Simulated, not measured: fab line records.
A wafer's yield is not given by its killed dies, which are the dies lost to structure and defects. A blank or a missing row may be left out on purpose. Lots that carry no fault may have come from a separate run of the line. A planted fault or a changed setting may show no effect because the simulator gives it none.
fab line records	flow sky130
record: lots: 6	wafers: 18	last_day: 50
route steps=708 shown METAL3@563 VIA3@573
lots that met no fault: from a run of the same line without faults
start_h: hours from the record's first day to the start of the lot's first wafer shown	wait_h: hours since the lot's step before	" identical to the entry in the row above	L1.1+2: one row covering several wafers at once	- no value present, or no start provided	* or withheld: withheld	< > ~ a bound
route shown NAME@n: a module of which the file shows steps, and the number in the route of the first	usual: mean and standard deviation over wafers with no fault	same: alike in all rows	chamber/n: place in a boat	sites: the reading at each site	_std_site: their standard deviation	_edge_site: mean of outer sites minus mean of inner sites	radius_mm: how far each site lies from the wafer's centre	mask NAME#n: copy n	behind: the tool/chamber that last shaped the wafer	hold: reason for holding the lot/hours on hold/outcome of the hold	device: the n, p or np transistor that did not switch	end of line: tests of these same wafers at the route's end	a step with no rows: only its recipe	killed: dies lost to structure and defects at the first sort, not the wafer's yield	map: per-die view of a wafer (x killed, . not killed, _ where there is no die)
set.NAME: the run value of the setting; set.NAME@STEP: its run value at that earlier step	model.NAME: the simulator's own value behind a step, which no gauge read
certain route steps with their lots: each step a table, each wafer a row
services: from which hour (start_h, from the record's first day; less than 0 if before it) a tool's chamber was out of use, for how many hours, and why
== steps ==
step: SKY_METAL3_CD_MEAS_13
recipe: target_cd_nm: 300
usual: cd_nm: 299.8/1.3
lot.wafer	tool	chamber	start_h	wait_h	cd_nm
L669.1	cd_sem-02	-	925.12	-	299.8
L669.3	"	-	"	"	299.2
L669.6	"	-	"	"	300.3
L673.2	cd_sem-02	-	955.64	-	300.1
L673.3	"	-	"	"	300.4
L673.5	"	-	"	"	301.2
L679.1	cd_sem-01	-	996.92	-	298.9
L679.4	"	-	"	"	300.0
L679.5	"	-	"	"	298.3
L680.4	cd_sem-01	-	1003.88	-	300.1
L680.5	"	-	"	"	300.1
L680.6	"	-	"	"	301.2
L689.4	cd_sem-02	-	1058.23	-	298.3
L689.5	"	-	"	"	300.1
L689.6	"	-	"	"	299.7
L690.2	cd_sem-02	-	1066.82	-	297.2
L690.3	"	-	"	"	297.3
L690.5	"	-	"	"	297.3
step: SKY_METAL3_OVL_MEAS_14
usual: METAL3_OVL: 2/5
lot.wafer	tool	chamber	start_h	wait_h	METAL3_OVL[nm]
L669.1	overlay-01	-	925.24	0.1	0
L669.3	"	-	"	"	0
L669.6	"	-	"	"	6
L673.2	overlay-02	-	955.74	0.1	5
L673.3	"	-	"	"	-2
L673.5	"	-	"	"	-4
L679.1	overlay-01	-	997.04	0.1	-6
L679.4	"	-	"	"	0
L679.5	"	-	"	"	-5
L680.4	overlay-01	-	1003.96	0.1	7
L680.5	"	-	"	"	-2
L680.6	"	-	"	"	10
L689.4	overlay-02	-	1058.31	0.1	-5
L689.5	"	-	"	"	-1
L689.6	"	-	"	"	4
L690.2	overlay-02	-	1066.93	0.1	-2
L690.3	"	-	"	"	5
L690.5	"	-	"	"	0
step: SKY_METAL3_DESCUM_15
recipe: chemistry: O2	source_power_w: 150	bias_power_w: 0	pressure_mtorr: 10	temp_c: 40	time_s: 8
usual: drypump_motor_current_A: 5.7/0.7	oes_product_au: 1.003/0.0089
same: bias_power_w: 0
lot.wafer	tool	chamber	start_h	wait_h	drypump_motor_current_A	oes_product_au	rf_hours_counter_h
L669.1	rie_metal-03	1	925.27	0.0	5.6	1.010	4
L669.3	"	0	"	"	4.8	1.013	-
L669.6	"	1	"	"	5.6	1.031	-
L673.2	rie_metal-04	0	955.77	0.0	5.0	0.997	2
L673.3	"	0	"	"	5.0	1.000	-
L673.5	"	1	"	"	6.5	1.010	-
L679.1	rie_metal-04	1	997.07	0.0	6.4	1.001	12
L679.4	"	1	"	"	6.4	1.007	-
L679.5	"	0	"	"	5.0	0.990	-
L680.4	rie_metal-01	1	1003.99	0.0	6.1	0.997	-
L680.5	"	0	"	"	6.7	0.991	-
L680.6	"	1	"	"	6.1	0.992	-
L689.4	rie_metal-04	0	1058.33	0.0	5.0	1.002	-
L689.5	"	0	"	"	5.0	1.005	-
L689.6	"	1	"	"	6.4	1.013	-
L690.2	rie_metal-04	1	1066.96	0.0	6.5	1.000	16
L690.3	"	0	"	"	5.0	0.987	-
L690.5	"	0	"	"	5.0	0.993	-
step: SKY_METAL3_ETCH_16
recipe: chemistry: N2/H2	target: BARC	ion_energy_ev: 200	bias_w: 100	pressure_mtorr: 30	n2_flow_sccm: 100	h2_flow_sccm: 200	icp_w: 500	stop_on: SiO2	time_s: 88.2	target_depth_a: 600
step: SKY_METAL3_ETCH_17
recipe: target: SiO2	stop_on: TiN	chemistry: C4F8/O2/Ar	source_w: 1500	bias_w: 1200	pressure_mtorr: 40	c4f8_flow_sccm: withheld	O2_flow_sccm: 6	Ar_flow_sccm: 300	time_s: 3.9	target_depth_a: 150
usual: oes_product_au: 0.750/0.0073
lot.wafer	tool	chamber	start_h	wait_h	oes_product_au
L669.1	rie_diel-02	0	925.40	0.1	0.752
L669.3	"	2	"	"	0.752
L669.6	"	2	"	"	0.756
L673.2	rie_diel-03	0	955.90	0.1	0.756
L673.3	"	3	"	"	0.755
L673.5	"	3	"	"	0.768
L679.1	rie_diel-04	3	997.20	0.1	0.751
L679.4	"	2	"	"	0.747
L679.5	"	3	"	"	0.755
L680.4	rie_diel-03	0	1004.12	0.0	0.758
L680.5	"	2	"	"	0.742
L680.6	"	1	"	"	0.759
L689.4	rie_diel-03	3	1058.45	0.0	0.758
L689.5	"	0	"	"	0.745
L689.6	"	3	"	"	0.763
L690.2	rie_diel-02	1	1067.09	0.1	0.743
L690.3	"	0	"	"	0.750
L690.5	"	1	"	"	0.744
step: SKY_METAL3_METAL_ETCH_18
recipe: target_depth_a: 8450	stop_on: SiO2	over_etch_frac: 0.3	time_s: 183.1	chemistry: Cl2/BCl3	resist_sidewall_deg: 88	pressure_mtorr: 10	icp_w: 900	bias_w: 48.5	Cl2_flow_sccm: 60	bcl3_flow_sccm: 30
step: SKY_METAL3_STRIP_19
recipe: chemistry: O2/N2	power_w: 1400	pressure_mtorr: 1500	platen_temp_c: withheld	o2_flow_sccm: 3000	n2_flow_sccm: 300	overash_fraction: 0.5
step: SKY_METAL3_STRIP_20
recipe: chemistry: post_etch_residue_remover	time_s: 1200	temp_c: 72.5
step: SKY_METAL3_CLEAN_21
recipe: chemistry: IPA	time_s: 180	temp_c: 25
step: SKY_METAL3_CLEAN_22
recipe: chemistry: O3/DIW	dry: n2_spin
step: SKY_VIA3_HDPCVD_00
recipe: material: SiO2	target_thk_nm: 1635	sigma_open_frac: 0.3	time_s: 272.5	temp_c: 400	sih4_flow_sccm: 60	pressure_mtorr: 6
step: SKY_VIA3_THK_MEAS_01
recipe: reads: SiO2_of_VIA3_HDPCVD_00
usual: VIA3_HDPCVD_THK: 1642/17
lot.wafer	tool	chamber	start_h	wait_h	VIA3_HDPCVD_THK[nm]
L669.1	film_metro-03	-	926.44	0.1	1616
L669.3	"	-	"	"	1649
L669.6	"	-	"	"	1615
L673.2	film_metro-01	-	956.88	0.1	1648
L673.3	"	-	"	"	1604
L673.5	"	-	"	"	1651
L679.1	film_metro-04	-	998.17	0.1	1652
L679.4	"	-	"	"	1626
L679.5	"	-	"	"	1629
L680.4	film_metro-03	-	1005.09	0.0	1622
L680.5	"	-	"	"	1614
L680.6	"	-	"	"	1624
L689.4	film_metro-04	-	1059.48	0.0	1645
L689.5	"	-	"	"	1651
L689.6	"	-	"	"	1657
L690.2	film_metro-04	-	1068.13	0.1	1670
L690.3	"	-	"	"	1645
L690.5	"	-	"	"	1677
step: SKY_VIA3_CMP_02
recipe: material: SiO2	down_force_psi: 4	platen_rpm: 60	pad_velocity_m_s: 0.94248
usual: edge_zone_pressure_frac: 1.000/0.0051	head_pressure_psi: 4.000/0.0084	motor_current_A: 12.2/1.5
lot.wafer	tool	chamber	start_h	wait_h	edge_zone_pressure_frac	head_pressure_psi	motor_current_A	model.SiO2_of_VIA3_HDPCVD_00.thk_nm
L669.3	cmp-02	1	926.60	0.1	0.998	4.007	12.9	464.5
L669.1	"	2	"	"	1.003	3.995	11.8	464
L669.6	"	0	"	"	1.000	3.997	9.4	465.4
L673.3	cmp-01	1	956.93	0.0	0.995	3.998	12.1	463.6
L673.2	"	3	"	"	0.997	4.019	12.7	464.5
L673.5	"	1	"	"	0.987	3.997	12.1	463.4
L679.4	cmp-01	1	998.58	0.4	-	-	-	1627
L679.1	"	3	"	"	-	-	-	1651
L679.5	"	1	"	"	-	-	-	1630
L680.4	cmp-01	1	1005.27	0.2	-	-	-	1622
L680.5	"	2	"	"	-	-	-	1615
L680.6	"	3	"	"	-	-	-	1624
L689.4	cmp-02	3	1059.51	0.0	0.999	3.987	14.7	465.5
L689.5	"	3	"	"	0.997	3.993	14.2	466
L689.6	"	0	"	"	1.000	4.000	8.6	466
L690.3	cmp-02	2	1068.40	0.3	0.998	4.006	12.0	464.9
L690.2	"	1	"	"	1.002	3.977	13.2	465.7
L690.5	"	2	"	"	0.994	3.996	11.6	466.1
step: SKY_VIA3_BOW_MEAS_03
recipe: mode: bow
usual: VIA3_BOW: 82/8
lot.wafer	tool	chamber	start_h	wait_h	VIA3_BOW[um]
L669.1	film_metro-01	-	926.80	0.1	78
L669.3	"	-	"	"	78
L669.6	"	-	"	"	81
L673.2	film_metro-01	-	957.25	0.2	79
L673.3	"	-	"	"	81
L673.5	"	-	"	"	74
L679.1	film_metro-03	-	998.83	0.1	128
L679.4	"	-	"	"	130
L679.5	"	-	"	"	120
L680.4	film_metro-03	-	1005.48	0.2	153
L680.5	"	-	"	"	142
L680.6	"	-	"	"	158
L689.4	film_metro-01	-	1059.87	0.3	77
L689.5	"	-	"	"	78
L689.6	"	-	"	"	88
L690.2	film_metro-04	-	1068.72	0.1	84
L690.3	"	-	"	"	94
L690.5	"	-	"	"	94
step: SKY_VIA3_DEHYDRATE_04
recipe: temp_c: 200	time_s: 60
step: SKY_VIA3_HMDS_05
recipe: prime_time_s: 60	prime_temp_c: 120
step: SKY_VIA3_COAT_06
recipe: resist: BARC	temp_c: withheld	time_s: withheld	spin_rpm: 3000	resist_thk_nm: 60
step: SKY_VIA3_COAT_07
recipe: resist: KrF-thick	spin_rpm: 3000	resist_thk_nm: 450
step: SKY_VIA3_SOFTBAKE_08
recipe: temp_c: 100	time_s: 85.78	resist: KrF-thick
step: SKY_VIA3_EXPOSE_09
recipe: mask_id: VIM3	na: 0.8	source_shape: annular	sigma_inner: 0.55	sigma_outer: 0.85	target_cd_nm: 200	dose_mj: 38
step: SKY_VIA3_PEB_10
recipe: peb_temp_c: withheld	peb_time_s: withheld	resist: KrF-thick
step: SKY_VIA3_DEVELOP_11
recipe: develop_time_s: 60	resist: KrF-thick	dev_temp_c: 21
step: SKY_VIA3_CD_MEAS_12
recipe: target_cd_nm: 200
usual: cd_nm: 199.9/1.6
lot.wafer	tool	chamber	start_h	wait_h	cd_nm
L669.1	cd_sem-02	-	951.70	-	203.1
L669.3	"	-	"	"	202.2
L669.6	"	-	"	"	202.5
L673.2	cd_sem-01	-	981.87	-	198.1
L673.3	"	-	"	"	196.4
L673.5	"	-	"	"	196.4
L679.1	cd_sem-02	-	1022.42	-	199.3
L679.4	"	-	"	"	198.9
L679.5	"	-	"	"	199.5
L680.4	cd_sem-02	-	1028.93	-	200.0
L680.5	"	-	"	"	200.3
L680.6	"	-	"	"	199.4
L689.4	cd_sem-01	-	1082.08	-	201.2
L689.5	"	-	"	"	202.2
L689.6	"	-	"	"	203.6
L690.2	cd_sem-01	-	1090.84	-	199.4
L690.3	"	-	"	"	198.9
L690.5	"	-	"	"	199.4
step: SKY_VIA3_OVL_MEAS_13
usual: VIA3_OVL: -1/5.2
lot.wafer	tool	chamber	start_h	wait_h	VIA3_OVL[nm]
L669.1	overlay-01	-	951.82	0.1	-13
L669.3	"	-	"	"	-8
L669.6	"	-	"	"	-9
L673.2	overlay-01	-	981.98	0.1	-7
L673.3	"	-	"	"	-10
L673.5	"	-	"	"	-7
L679.1	overlay-01	-	1022.54	0.1	6
L679.4	"	-	"	"	3
L679.5	"	-	"	"	1
L680.4	overlay-01	-	1029.01	0.1	1
L680.5	"	-	"	"	-2
L680.6	"	-	"	"	5
L689.4	overlay-02	-	1082.16	0.1	4
L689.5	"	-	"	"	-2
L689.6	"	-	"	"	-7
L690.2	overlay-02	-	1090.94	0.1	8
L690.3	"	-	"	"	-1
L690.5	"	-	"	"	-5
step: SKY_VIA3_ETCH_14
recipe: chemistry: N2/H2	target: BARC	ion_energy_ev: 200	source_w: 500	bias_w: 100	pressure_mtorr: 30	n2_flow_sccm: 100	h2_flow_sccm: 200	stop_on: SiO2	time_s: 45.9	target_depth_a: 600
usual: drypump_motor_current_A: 5.7/0.52	oes_product_au: 0.854/0.005	throttle_valve_pct: 13.225/0.0091
lot.wafer	tool	chamber	start_h	wait_h	drypump_motor_current_A	oes_product_au	rf_hours_counter_h	throttle_valve_pct
L669.1	rie_diel-04	2	951.86	0.0	4.9	0.852	22	13.234
L669.3	"	3	"	"	6.3	0.866	11	13.233
L669.6	"	2	"	"	4.9	0.859	-	13.239
L673.2	rie_diel-01	0	982.01	0.0	5.9	0.856	17	13.223
L673.3	"	1	"	"	6.6	0.857	10	13.212
L673.5	"	1	"	"	6.6	0.859	-	13.217
L679.1	rie_diel-02	1	1022.57	0.0	5.2	0.857	21	13.234
L679.4	"	2	"	"	5.7	0.851	-	13.230
L679.5	"	1	"	"	5.3	0.856	-	13.229
L680.4	rie_diel-02	0	1029.02	0.0	5.6	0.857	0	13.218
L680.5	"	0	"	"	5.6	0.861	-	13.216
L680.6	"	3	"	"	5.9	0.855	-	13.220
L689.4	rie_diel-01	3	1082.17	0.0	5.3	0.851	22	13.232
L689.5	"	3	"	"	5.3	0.851	-	13.229
L689.6	"	0	"	"	5.9	0.856	-	13.229
L690.2	rie_diel-01	0	1090.97	0.0	5.9	0.860	21	13.216
L690.3	"	1	"	"	6.6	0.846	14	13.229
L690.5	"	2	"	"	4.8	0.852	-	13.228
step: SKY_VIA3_ETCH_15
recipe: target: SiO2	chemistry: C4F8/O2/Ar	target_depth_nm: 507	stop_on: TiN	mask_material: KrF-thick	source_w: 1500	bias_w: 1200	pressure_mtorr: 40	c4f8_flow_sccm: withheld	O2_flow_sccm: 6	Ar_flow_sccm: 300	time_s: 78
usual: oes_product_au: 0.946/0.0044
lot.wafer	tool	chamber	start_h	wait_h	oes_product_au	rf_hours_counter_h	model.etch.depth_nm	model.VIA3.feature_depth_nm
L669.1	rie_diel-04	2	951.90	0.0	0.936	22	464	464
L669.3	"	3	"	"	0.939	11	464.5	464.5
L669.6	"	2	"	"	0.949	-	465.4	465.4
L673.2	rie_diel-01	0	982.05	0.0	0.941	17	464.5	464.5
L673.3	"	1	"	"	0.949	10	463.6	463.6
L673.5	"	1	"	"	0.942	-	463.4	463.4
L679.1	rie_diel-02	1	1022.62	0.0	1.657	21	524.2	524.2
L679.4	"	2	"	"	1.649	-	515.4	515.4
L679.5	"	1	"	"	1.654	-	518.5	518.5
L680.4	rie_diel-02	0	1029.07	0.0	1.614	0	502.3	502.3
L680.5	"	0	"	"	1.623	-	507.4	507.4
L680.6	"	3	"	"	1.617	-	503.2	503.2
L689.4	rie_diel-01	3	1082.22	0.0	0.950	22	465.5	465.5
L689.5	"	3	"	"	0.952	-	466	466
L689.6	"	0	"	"	0.955	-	466	466
L690.2	rie_diel-01	0	1091.02	0.0	0.952	21	465.7	465.7
L690.3	"	1	"	"	0.947	14	464.9	464.9
L690.5	"	2	"	"	0.949	-	466.1	466.1
step: SKY_VIA3_STRIP_16
recipe: chemistry: O2/N2	power_w: 1400	pressure_mtorr: 1500	platen_temp_c: withheld	o2_flow_sccm: 3000	n2_flow_sccm: 300	overash_fraction: 0.5
step: SKY_VIA3_STRIP_17
recipe: chemistry: post_etch_residue_remover	time_s: 1200	temp_c: 72.5
step: SKY_VIA3_CLEAN_18
recipe: chemistry: IPA	time_s: 180	temp_c: 25
step: SKY_VIA3_CLEAN_19
recipe: chemistry: O3/DIW	dry: n2_spin
step: SKY_VIA3_SPUTTER_20
recipe: material: TiN	target_thk_nm: 20	chamber_pressure_pa: 5	power_w: 4000	time_s: 80
usual: throttle_valve_pct: 29.6/0.77
lot.wafer	tool	chamber	start_h	wait_h	throttle_valve_pct
L669.1	pvd_sputter-03	-	952.58	0.0	30.7
L669.3	"	-	"	"	29.8
L669.6	"	-	"	"	29.4
L673.2	pvd_sputter-03	-	983.12	0.0	30.8
L673.3	"	-	"	"	29.9
L673.5	"	-	"	"	29.7
L679.1	pvd_sputter-03	-	1023.45	0.0	29.2
L679.4	"	-	"	"	29.6
L679.5	"	-	"	"	29.8
L680.4	pvd_sputter-02	-	1029.78	0.0	30.7
L680.5	"	-	"	"	29.3
L680.6	"	-	"	"	27.7
L689.4	pvd_sputter-03	-	1082.87	0.0	29.6
L689.5	"	-	"	"	30.7
L689.6	"	-	"	"	29.2
L690.2	pvd_sputter-02	-	1091.67	0.0	27.6
L690.3	"	-	"	"	29.1
L690.5	"	-	"	"	30.4
step: SKY_VIA3_CVD_21
recipe: material: W	target_thk_nm: 390	time_s: 117.31	temp_c: 400	pressure_torr: 40
usual: heater_power_outer_w: 482/64	heater_power_w: 795/130
lot.wafer	tool	chamber	start_h	wait_h	heater_power_outer_w	heater_power_w
L669.1	cvd_w-01	0	952.64	0.0	383	588
L669.3	"	1	"	"	517	848
L669.6	"	0	"	"	387	602
L673.2	cvd_w-02	0	983.18	0.0	529	874
L673.3	"	1	"	"	510	903
L673.5	"	1	"	"	500	908
L679.1	cvd_w-01	0	1023.51	0.0	390	598
L679.4	"	0	"	"	385	585
L679.5	"	0	"	"	375	594
L680.4	cvd_w-02	0	1029.85	0.0	547	875
L680.5	"	0	"	"	532	889
L680.6	"	1	"	"	515	878
L689.4	cvd_w-01	0	1082.97	0.1	376	613
L689.5	"	0	"	"	394	595
L689.6	"	1	"	"	537	876
L690.2	cvd_w-01	0	1091.73	0.0	389	587
L690.3	"	0	"	"	388	595
L690.5	"	0	"	"	384	604
step: SKY_VIA3_CMP_24
recipe: stop_on: SiO2	t_overpolish_s: 20	down_force_psi: 3.5	platen_rpm: 60	target_thk_nm: 0	pad_velocity_m_s: 0.94248
usual: edge_zone_pressure_frac: 1.000/0.0055	head_pressure_psi: 3.499/0.0065	motor_current_A: 11.3/1.1
lot.wafer	tool	chamber	start_h	wait_h	edge_zone_pressure_frac	head_pressure_psi	motor_current_A	model.SiO2_of_VIA3_HDPCVD_00.thk_nm
L669.3	cmp-02	3	953.13	0.2	0.998	3.505	13.0	460.1
L669.1	"	1	"	"	0.989	3.499	11.7	459.6
L669.6	"	2	"	"	1.001	3.499	10.8	461
L673.2	cmp-01	2	983.53	0.1	1.007	3.493	11.3	460.1
L673.3	"	0	"	"	1.013	3.493	11.1	459.2
L673.5	"	1	"	"	1.005	3.493	11.0	459
L679.4	cmp-02	3	1023.86	0.1	0.996	3.495	13.5	1623
L679.1	"	1	"	"	0.999	3.502	11.8	1647
L679.5	"	3	"	"	0.990	3.506	13.4	1626
L680.4	cmp-01	0	1030.21	0.1	0.992	3.498	10.9	1618
L680.6	"	2	"	"	1.002	3.501	11.6	1620
L680.5	"	3	"	"	1.001	3.507	11.5	1610
L689.4	cmp-01	0	1083.28	0.1	0.999	3.506	10.8	461.1
L689.5	"	3	"	"	1.005	3.500	11.8	461.6
L689.6	"	0	"	"	1.000	3.503	11.4	461.6
L690.2	cmp-01	1	1092.17	0.2	0.995	3.501	11.2	461.3
L690.3	"	3	"	"	0.999	3.505	12.2	460.5
L690.5	"	1	"	"	0.994	3.493	11.7	461.7
== services ==
tool	chamber	start_h	hours	kind
cvd_w-01	-	904.09	14.0	pm
rie_diel-01	1	904.28	33.7	repair
rie_diel-01	2	908.80	7.6	repair
cmp-01	-	912.00	4.0	pm
rie_diel-04	3	923.70	11.6	repair
cmp-01	-	930.00	1.3	repair
rie_diel-02	1	942.56	3.5	repair
cmp-01	-	949.49	3.7	repair
cmp-02	-	966.63	0.8	repair
rie_diel-03	1	967.43	4.4	repair
cmp-01	-	980.13	2.3	repair
rie_diel-03	0	989.05	4.8	repair
cmp-02	-	996.82	0.4	repair
rie_diel-03	3	997.09	11.6	repair
cmp-02	-	997.22	6.5	pm
cvd_w-01	-	999.35	0.7	repair
cmp-01	-	1047.07	0.5	repair
cmp-01	-	1063.15	8.4	pm
cmp-02	-	1084.00	4.0	pm
rie_metal-04	1	1084.76	22.3	repair
rie_diel-02	-	1085.96	14.6	pm
cmp-02	-	1089.97	0.2	repair
cmp-02	-	1091.01	1.2	repair
rie_diel-01	3	1092.07	1.8	repair
== key ==
first_sign: step: SKY_VIA3_CMP_02	reading: tool_record	direction: missing
effect: step: SKY_VIA3_BOW_MEAS_03	reading: VIA3_BOW	direction: up	sigmas: 7.1	usual: 82	struck: 138
effect: step: SKY_VIA3_ETCH_15	reading: oes_product_au	direction: up	sigmas: 99+	usual: 0.946	struck: 1.636
model_effect: step: SKY_VIA3_CMP_02	value: SiO2_of_VIA3_HDPCVD_00.thk_nm	without: 464.4	struck: 1628
model_effect: step: SKY_VIA3_ETCH_15	value: etch.depth_nm	without: 464.4	struck: 511.8
model_effect: step: SKY_VIA3_CMP_24	value: SiO2_of_VIA3_HDPCVD_00.thk_nm	without: 460	struck: 1624
met_at SKY_VIA3_CMP_02
struck_wafers L679.1,L679.4,L679.5,L680.4,L680.5,L680.6
later_rows_left_out L679.1,L679.4,L679.5,L680.4,L680.5,L680.6
sort_left_out L679.1,L679.4,L679.5,L680.4,L680.5,L680.6
onset_between 956.93 998.58
fault: kind: skipped_step_whole	tool: cmp-01	chamber: -	onset_h: 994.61	steps: SKY_VIA3_CMP_02	scope: struck_lots_only
sort_left_out: the simulated sort isn't trusted on such a fault, so these wafers' sort isn't shown, and their yield isn't known
later_rows_left_out: the simulator's readings of these wafers behind a module that went badly wrong aren't trusted and aren't shown, but for the sort
